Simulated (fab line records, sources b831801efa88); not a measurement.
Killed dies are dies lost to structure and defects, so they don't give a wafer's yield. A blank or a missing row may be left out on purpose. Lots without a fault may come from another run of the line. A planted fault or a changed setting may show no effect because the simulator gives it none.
A struck lot beside a sound one | flow sky130 | 14 steps out of a route of 708
Sound: wafers L976.3, L976.5, L976.6. Struck: wafers L969.2, L969.3, L969.5. The cause comes at the end.
At each step with rows: each side's tool, then ch and its chambers, then its first start. Under that, the readings that differ: sound wafers | struck wafers | difference of the means | sigmas: that difference in standard deviations of wafers without a fault.
alike: readings whose means differ by less than 2 such deviations, and words and numbers that are the same on both sides. not compared: withheld readings, readings that some wafer has no value for, bounds like >300 that may hide the same value, and numbers for which the record gives no deviation and whose values overlap.
The two part at a step that has a row with sigmas, a row that says differs or no value, or rows on one side only. Numbers that don't overlap but have no deviation are shown without sigmas and don't part them. A reading that every wafer of one side lacks parts them only if that side has two wafers or more.

first, 3 steps without rows for these wafers: SKY_METAL2_EXPOSE_12 (exposes mask MM2, target cd 140 nm); SKY_METAL2_PEB_13; SKY_METAL2_DEVELOP_14 (develop time 60 s).
SKY_METAL2_CD_MEAS_15: target cd 140 nm.
  sound on cd_sem-02, day 40 23:11; struck on cd_sem-02, day 38 17:32
  alike: cd_nm
SKY_METAL2_OVL_MEAS_16:
  sound on overlay-02, day 40 23:17; struck on overlay-01, day 38 17:38
  alike: METAL2_OVL
SKY_METAL2_DESCUM_17: chemistry O2, time 8 s.
  sound on rie_metal-01 ch 0,1, day 40 23:19; struck on rie_metal-03 ch 1, day 38 17:40
  alike: drypump_motor_current_A, oes_product_au, temp_c
  not compared: rf_hours_counter_h
SKY_METAL2_ETCH_18: etches BARC in N2/H2, stops on SiO2, time 45.9 s, target depth 60 nm.
  sound on rie_metal-01 ch 0,1, day 40 23:22; struck on rie_metal-03 ch 1, day 38 17:43
  alike: drypump_motor_current_A, oes_product_au, throttle_valve_pct
  not compared: rf_hours_counter_h
SKY_METAL2_METAL_ETCH_19: etches the open film in Cl2/BCl3, stops on SiO2, target depth 360 nm, time 78 s.
  sound on rie_metal-01 ch 0,1, day 40 23:26; struck on rie_metal-03 ch 1, day 38 17:46
  alike: drypump_motor_current_A, oes_product_au, throttle_valve_pct
  not compared: rf_hours_counter_h
SKY_METAL2_STRIP_20: strips in O2/N2.
  sound on plasma_asher-01 ch 0,1, day 40 23:32; struck on plasma_asher-01 ch 0,1, day 38 17:52
  alike: drypump_motor_current_A, oes_product_au, strip_time_to_endpoint_s
  not compared: rf_hours_counter_h
then, 3 steps without rows for these wafers: SKY_METAL2_STRIP_21 (strips in post etch residue remover, time 1200 s); SKY_METAL2_CLEAN_22 (cleans in IPA, time 180 s); SKY_METAL2_CLEAN_23 (cleans in O3/DIW).
SKY_VIA2_HDPCVD_00: deposits SiO2, target thk 1180 nm, time 196.7 s.
  sound on hdpcvd-02 ch 0,1,2, day 41 00:29; struck on hdpcvd-02 ch 0,1,2, day 38 18:28
  no value came back on the struck wafers for pressure_mtorr (mTorr), run_length_s (s); on the sound wafers pressure_mtorr (mTorr) reads 6.015 6.001 6.005
SKY_PAD_OPEN_PROBE_99:
  the record has rows for the sound wafers here (prober-01, day 50 06:13) and none for the struck ones

WHERE THEY PART
First at SKY_VIA2_HDPCVD_00; last, within this record, at SKY_PAD_OPEN_PROBE_99.

WHY: what the simulator had put in
Skipped step whole: hdpcvd-02, from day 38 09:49 on, at SKY_VIA2_HDPCVD_00. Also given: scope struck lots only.
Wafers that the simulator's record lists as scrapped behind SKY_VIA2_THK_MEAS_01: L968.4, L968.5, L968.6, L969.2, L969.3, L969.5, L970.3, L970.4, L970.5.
